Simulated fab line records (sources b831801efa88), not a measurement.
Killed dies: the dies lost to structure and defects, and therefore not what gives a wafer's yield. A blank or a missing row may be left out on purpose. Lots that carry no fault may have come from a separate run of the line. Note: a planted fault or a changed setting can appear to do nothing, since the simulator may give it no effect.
fab line records	flow sky130
record: lots: 10	wafers: 30	lastDay: 50
route steps=708 shown METAL1@439 VIA1@461
lots that met no fault: taken from a fault-free run of the same line
startH: the number of hours between the record's first day and the start of the first shown wafer of the lot	waitH: how many hours have passed since the lot's step before this one	" repeats the value in the row above	L1.1+2: a row that stands for several wafers	- no value, or no start was given	* or withheld: withheld	< > ~ a bound
route shown NAME@n: names a module that has steps shown in the file, with the first one's number in the route	usual: mean/standard deviation taken from wafers without a fault	same: alike in all rows	chamber/n: place in a boat	sites: readings site by site	_std_site: how widely they spread, as a standard deviation	_edge_site: inner sites' mean taken away from outer sites' mean	radiusMm: how far each site lies from the wafer's centre	mask NAME#n: copy n	behind: the last tool/chamber to shape the wafer	hold: why the lot was held/for how many hours/how that ended	device: which transistor (n, p or np) failed to switch	end of line: at the end of the route, the tests of the same wafers	for a step that has no rows: nothing shown but its recipe	killed: dies lost to structure and defects at the first sort, not the wafer's yield	map: a wafer's dies, marking killed ones x, the rest . and places with no die _
set.NAME: the setting the step ran with; set.NAME@STEP: the setting that earlier step ran with	model.NAME: the simulator's own value behind a step, which no gauge read
a sample of lots followed through the steps of the route, with each step as a table and each wafer as a row
services: the hour from which a tool's chamber was out of use, counted from the record's first day as startH (under 0 if before that day), plus the number of hours and why
== steps ==
step: SKY_METAL1_RS_MEAS_05
recipe: thkMeasGauge: four-point-probe	reads: TiN_of_METAL1_SPUTTER_04+Ti_of_METAL1_SPUTTER_03+AlCu_of_METAL1_SPUTTER_02+TiN_of_METAL1_SPUTTER_01+Ti_of_METAL1_SPUTTER_00
usual: METAL1_ALCU_RS: 0.1261/0.0014
lot.wafer	tool	chamber	startH	waitH	METAL1_ALCU_RS[ohm/sq]
L949.2	filmMetro-02	-	734.32	0.0	0.1271
L949.3	"	-	"	"	0.1275
L949.6	"	-	"	"	0.1270
L952.2	filmMetro-02	-	754.90	0.0	0.1278
L952.4	"	-	"	"	0.1287
L952.6	"	-	"	"	0.1285
L954.2	filmMetro-02	-	778.33	0.0	0.1273
L954.4	"	-	"	"	0.1249
L954.5	"	-	"	"	0.1269
L956.3	filmMetro-03	-	798.99	0.1	0.1278
L956.4	"	-	"	"	0.1292
L956.5	"	-	"	"	0.1280
L959.3	filmMetro-03	-	813.90	0.1	0.1272
L959.5	"	-	"	"	0.1256
L959.6	"	-	"	"	0.1259
L961.3	filmMetro-03	-	827.13	0.1	0.1265
L961.4	"	-	"	"	0.1262
L961.5	"	-	"	"	0.1267
L963.3	filmMetro-02	-	844.56	0.1	0.1257
L963.4	"	-	"	"	0.1236
L963.6	"	-	"	"	0.1233
L966.1	filmMetro-01	-	871.21	0.0	0.1231
L966.3	"	-	"	"	0.1237
L966.5	"	-	"	"	0.1225
L971.1	filmMetro-02	-	902.51	0.0	0.1267
L971.3	"	-	"	"	0.1279
L971.6	"	-	"	"	0.1266
L972.1	filmMetro-02	-	923.43	0.0	0.1265
L972.2	"	-	"	"	0.1268
L972.4	"	-	"	"	0.1275
step: SKY_VIA1_BOW_MEAS_03
recipe: mode: bow
usual: VIA1_BOW: 80/6.6
lot.wafer	tool	chamber	startH	waitH	VIA1_BOW[um]
L949.2	filmMetro-02	-	762.99	0.2	82
L949.3	"	-	"	"	72
L949.6	"	-	"	"	81
L952.2	filmMetro-02	-	782.89	0.2	74
L952.4	"	-	"	"	86
L952.6	"	-	"	"	77
L954.2	filmMetro-04	-	806.46	0.3	78
L954.4	"	-	"	"	75
L954.5	"	-	"	"	63
L956.3	filmMetro-01	-	826.24	0.2	81
L956.4	"	-	"	"	74
L956.5	"	-	"	"	75
L959.3	filmMetro-02	-	842.65	0.1	73
L959.5	"	-	"	"	85
L959.6	"	-	"	"	87
L961.3	filmMetro-02	-	855.17	0.1	76
L961.4	"	-	"	"	78
L961.5	"	-	"	"	71
L963.3	filmMetro-04	-	870.88	0.2	89
L963.4	"	-	"	"	79
L963.6	"	-	"	"	76
L966.1	filmMetro-02	-	898.39	0.1	78
L966.3	"	-	"	"	82
L966.5	"	-	"	"	69
L971.1	filmMetro-04	-	929.20	0.1	86
L971.3	"	-	"	"	77
L971.6	"	-	"	"	72
L972.1	filmMetro-01	-	950.01	0.1	89
L972.2	"	-	"	"	90
L972.4	"	-	"	"	81
step: SKY_VIA1_ETCH_14
recipe: chemistry: N2/H2	target: BARC	ionEnergyEv: 200	sourceW: 500	biasW: 100	pressureMtorr: 30	n2FlowSccm: 100	h2FlowSccm: 200	stopOn: SiO2	timeS: 45.9	targetDepthA: 600
usual: drypumpMotorCurrentA: 5.6/0.46	oesProductAu: 0.855/0.0046	rfFwdPowerW: 495.1/2.4	throttleValvePct: 13.225/0.0094
lot.wafer	tool	chamber	startH	waitH	drypumpMotorCurrentA	oesProductAu	rfFwdPowerW	rfHoursCounterH	throttleValvePct
L949.2	rieDiel-03	2	789.75	0.0	4.8	0.849	491.6	8	13.220
L949.3	"	3	"	"	5.6	0.849	494.5	11	13.209
L949.6	"	2	"	"	4.8	0.853	491.4	-	13.212
L952.2	rieDiel-03	2	809.06	0.0	4.8	0.860	489.9	8	13.216
L952.4	"	3	"	"	5.6	0.851	496.8	-	13.233
L952.6	"	0	"	"	6.4	0.846	496.4	-	13.248
L954.2	rieDiel-01	2	832.69	0.0	5.4	0.857	495.0	4	13.225
L954.4	"	3	"	"	6.0	0.850	490.2	19	13.228
L954.5	"	0	"	"	5.5	0.848	497.4	-	13.215
L956.3	rieDiel-03	3	852.14	0.0	5.6	0.856	497.1	14	13.214
L956.4	"	0	"	"	6.4	0.860	496.5	17	13.222
L956.5	"	3	"	"	5.6	0.857	496.5	-	13.228
L959.3	rieDiel-01	3	867.51	0.0	6.1	0.854	491.5	20	13.241
L959.5	"	0	"	"	5.5	0.848	495.8	-	13.227
L959.6	"	1	"	"	6.3	0.854	491.2	-	13.222
L961.3	rieDiel-01	3	880.97	0.0	6.0	0.858	494.0	20	13.219
L961.4	"	1	"	"	6.2	0.856	492.2	6	13.201
L961.5	"	0	"	"	5.5	0.856	497.0	-	13.223
L963.3	rieDiel-03	0	896.79	0.0	6.4	0.851	498.0	18	13.210
L963.4	"	1	"	"	5.6	0.851	492.8	3	13.240
L963.6	"	3	"	"	5.6	0.859	496.8	-	13.241
L966.1	rieDiel-04	3	923.99	0.0	5.4	0.859	496.8	23	13.220
L966.3	"	0	"	"	5.7	0.854	492.9	9	13.228
L966.5	"	2	"	"	5.6	0.861	495.4	-	13.225
L971.1	rieDiel-03	1	957.05	0.0	5.5	0.854	497.7	4	13.218
L971.3	"	0	"	"	6.3	0.859	495.8	20	13.229
L971.6	"	1	"	"	5.6	0.854	494.8	-	13.211
L972.1	rieDiel-03	2	973.19	0.0	4.8	0.858	490.0	13	13.218
L972.2	"	0	"	"	6.4	0.861	494.6	21	13.242
L972.4	"	1	"	"	5.6	0.856	496.1	5	13.216
step: SKY_VIA1_CVD_21
recipe: material: W	targetThkNm: 270	timeS: 80.902	tempC: 400	pressureTorr: 40
usual: heaterPowerW: 870/55
lot.wafer	tool	chamber	startH	waitH	heaterPowerW
L949.2	cvdW-01	0	790.49	0.0	937
L949.3	"	1	"	"	806
L949.6	"	1	"	"	803
L952.2	cvdW-02	0	809.80	0.0	833
L952.4	"	0	"	"	862
L952.6	"	0	"	"	840
L954.2	cvdW-01	1	833.43	0.0	829
L954.4	"	0	"	"	922
L954.5	"	0	"	"	941
L956.3	cvdW-01	0	853.35	0.1	969
L956.4	"	1	"	"	824
L956.5	"	0	"	"	932
L959.3	cvdW-01	1	868.80	0.1	805
L959.5	"	1	"	"	825
L959.6	"	0	"	"	915
L961.3	cvdW-01	0	881.74	0.1	934
L961.4	"	1	"	"	819
L961.5	"	0	"	"	910
L963.3	cvdW-01	0	897.91	0.1	921
L963.4	"	1	"	"	823
L963.6	"	0	"	"	927
L966.1	cvdW-02	0	924.78	0.0	812
L966.3	"	1	"	"	856
L966.5	"	0	"	"	830
L971.1	cvdW-02	1	957.85	0.0	865
L971.3	"	0	"	"	815
L971.6	"	1	"	"	871
L972.1	cvdW-01	1	973.94	0.0	821
L972.2	"	0	"	"	956
L972.4	"	1	"	"	823
step: SKY_VIA1_RS_MEAS_22
recipe: thkMeasGauge: four-point-probe	reads: W_of_VIA1_CVD_21+TiN_of_VIA1_SPUTTER_20
usual: VIA1_W_RS: 0.425/0.0074
lot.wafer	tool	chamber	startH	waitH	VIA1_W_RS[ohm/sq]
L949.2	filmMetro-01	-	790.73	0.2	0.418
L949.3	"	-	"	"	0.428
L949.6	"	-	"	"	0.429
L952.2	filmMetro-02	-	809.92	0.1	0.431
L952.4	"	-	"	"	0.428
L952.6	"	-	"	"	0.428
L954.2	filmMetro-01	-	833.54	0.1	0.423
L954.4	"	-	"	"	0.415
L954.5	"	-	"	"	0.414
L956.3	filmMetro-02	-	853.45	0.1	0.421
L956.4	"	-	"	"	0.444
L956.5	"	-	"	"	0.424
L959.3	filmMetro-01	-	868.90	0.1	0.435
L959.5	"	-	"	"	0.432
L959.6	"	-	"	"	0.424
L961.3	filmMetro-01	-	881.84	0.1	1.170
L961.4	"	-	"	"	0.427
L961.5	"	-	"	"	1.183
L963.3	filmMetro-04	-	898.01	0.1	1.192
L963.4	"	-	"	"	0.426
L963.6	"	-	"	"	1.212
L966.1	filmMetro-02	-	924.87	0.1	0.437
L966.3	"	-	"	"	0.422
L966.5	"	-	"	"	0.435
L971.1	filmMetro-04	-	957.94	0.1	0.416
L971.3	"	-	"	"	0.436
L971.6	"	-	"	"	0.417
L972.1	filmMetro-01	-	974.04	0.1	0.431
L972.2	"	-	"	"	0.423
L972.4	"	-	"	"	0.431
step: SKY_VIA1_THK_MEAS_23
recipe: thkMeasGauge: xrf	reads: W_of_VIA1_CVD_21
usual: VIA1_W_THK: 268/4.5
lot.wafer	tool	chamber	startH	waitH	VIA1_W_THK[nm]
L949.2	filmMetro-01	-	790.84	0.1	270
L949.3	"	-	"	"	263
L949.6	"	-	"	"	262
L952.2	filmMetro-02	-	810.03	0.1	265
L952.4	"	-	"	"	267
L952.6	"	-	"	"	266
L954.2	filmMetro-01	-	833.65	0.1	269
L954.4	"	-	"	"	273
L954.5	"	-	"	"	274
L956.3	filmMetro-02	-	853.55	0.1	273
L956.4	"	-	"	"	259
L956.5	"	-	"	"	270
L959.3	filmMetro-01	-	869.00	0.1	262
L959.5	"	-	"	"	263
L959.6	"	-	"	"	267
L961.3	filmMetro-01	-	881.94	0.1	100
L961.4	"	-	"	"	268
L961.5	"	-	"	"	99
L963.3	filmMetro-04	-	898.11	0.1	98
L963.4	"	-	"	"	267
L963.6	"	-	"	"	97
L966.1	filmMetro-02	-	924.99	0.1	261
L966.3	"	-	"	"	272
L966.5	"	-	"	"	263
L971.1	filmMetro-04	-	958.06	0.1	273
L971.3	"	-	"	"	262
L971.6	"	-	"	"	274
L972.1	filmMetro-01	-	974.16	0.1	266
L972.2	"	-	"	"	271
L972.4	"	-	"	"	265
step: SKY_VIA1_CMP_24
recipe: stopOn: SiO2	tOverpolishS: 15	downForcePsi: 3.5	platenRpm: 60	targetThkNm: 0	padVelocityMS: 0.94248
usual: headPressurePsi: 3.501/0.0078	motorCurrentA: 10.7/1.2	timeToEndpointS: 67/3.5
lot.wafer	tool	chamber	startH	waitH	headPressurePsi	motorCurrentA	timeToEndpointS
L949.3	cmp-02	0	790.89	0.0	3.499	11.2	70
L949.2	"	3	"	"	3.508	12.0	67
L949.6	"	0	"	"	3.502	11.4	70
L952.2	cmp-02	2	810.08	0.0	3.511	10.5	69
L952.4	"	3	"	"	3.503	12.2	66
L952.6	"	3	"	"	3.508	12.3	71
L954.2	cmp-02	1	833.70	0.0	3.505	11.6	66
L954.4	"	2	"	"	3.505	9.9	72
L954.5	"	1	"	"	3.494	11.5	70
L956.4	cmp-02	3	853.59	0.0	3.499	12.6	67
L956.3	"	0	"	"	3.492	11.5	72
L956.5	"	0	"	"	3.496	11.9	72
L959.3	cmp-02	3	869.09	0.1	3.492	11.9	69
L959.5	"	2	"	"	3.514	9.5	72
L959.6	"	3	"	"	3.489	12.1	69
L961.4	cmp-02	1	881.98	0.0	3.496	11.2	63
L961.3	"	3	"	"	3.502	11.5	24
L961.5	"	1	"	"	3.500	11.3	24
L963.4	cmp-01	2	898.15	0.0	3.503	9.4	70
L963.3	"	1	"	"	3.488	9.7	27
L963.6	"	2	"	"	3.509	8.5	27
L966.3	cmp-02	2	925.15	0.1	3.499	9.4	69
L966.1	"	3	"	"	3.496	12.3	67
L966.5	"	0	"	"	3.490	11.5	67
L971.1	cmp-01	0	958.17	0.1	3.490	11.8	63
L971.3	"	1	"	"	3.502	9.7	59
L971.6	"	0	"	"	3.504	12.0	61
L972.1	cmp-01	3	974.22	0.1	3.498	9.4	61
L972.4	"	1	"	"	3.514	9.5	62
L972.2	"	2	"	"	3.486	8.5	67
== services ==
tool	chamber	startH	hours	kind
rieDiel-03	1	773.24	-	clean
rieDiel-03	1	773.24	24.9	scheduledDown
rieDiel-03	1	773.24	24.9	ventCycle
cmp-02	-	792.80	5.1	pm
cmp-02	-	800.27	2.1	repair
cmp-02	-	801.34	0.4	repair
cvdW-01	-	804.16	2.8	pm
rieDiel-03	1	806.29	4.7	repair
rieDiel-01	0	817.27	7.7	repair
cmp-01	-	817.28	5.5	pm
cmp-01	-	824.66	0.5	repair
cvdW-01	1	841.41	10.0	repair
cmp-01	-	861.68	2.6	repair
cvdW-01	-	901.63	0.6	repair
cvdW-02	-	904.00	14.0	pm
cvdW-02	0	904.00	14.0	ventCycle
cvdW-02	1	904.00	14.0	ventCycle
cmp-01	-	912.47	4.0	pm
rieDiel-03	-	913.74	2.8	pm
cvdW-01	-	919.61	1.2	repair
rieDiel-03	2	935.19	2.5	repair
rieDiel-04	3	939.69	2.0	repair
cmp-02	-	955.26	0.5	repair
cvdW-01	1	974.28	2.7	repair
== key ==
firstSign: step: SKY_VIA1_RS_MEAS_22	reading: VIA1_W_RS	direction: up	sigmas: 99+	usual: 0.425	struck: 1.189
effect: step: SKY_VIA1_THK_MEAS_23	reading: VIA1_W_THK	direction: down	sigmas: 38	usual: 268	struck: 99
effect: step: SKY_VIA1_CMP_24	reading: timeToEndpointS	direction: down	sigmas: 12	usual: *	struck: *
metAt SKY_VIA1_CVD_21
struckLots L961,L963
struckWafers L961.3,L961.5,L963.3,L963.6
notActingAt SKY_METAL1_RS_MEAS_05,SKY_VIA1_BOW_MEAS_03,SKY_VIA1_ETCH_14
onsetBetween 868.80 881.74
fault: kind: processParameterDrift	tool: cvdW-01	chamber: 0	onsetH: 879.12	steps: SKY_VIA1_CVD_21	channel: targetThkNm	offset: -173.87	shape: step	endH: 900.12	actsIn: theseRecipesOnly	stated: 270
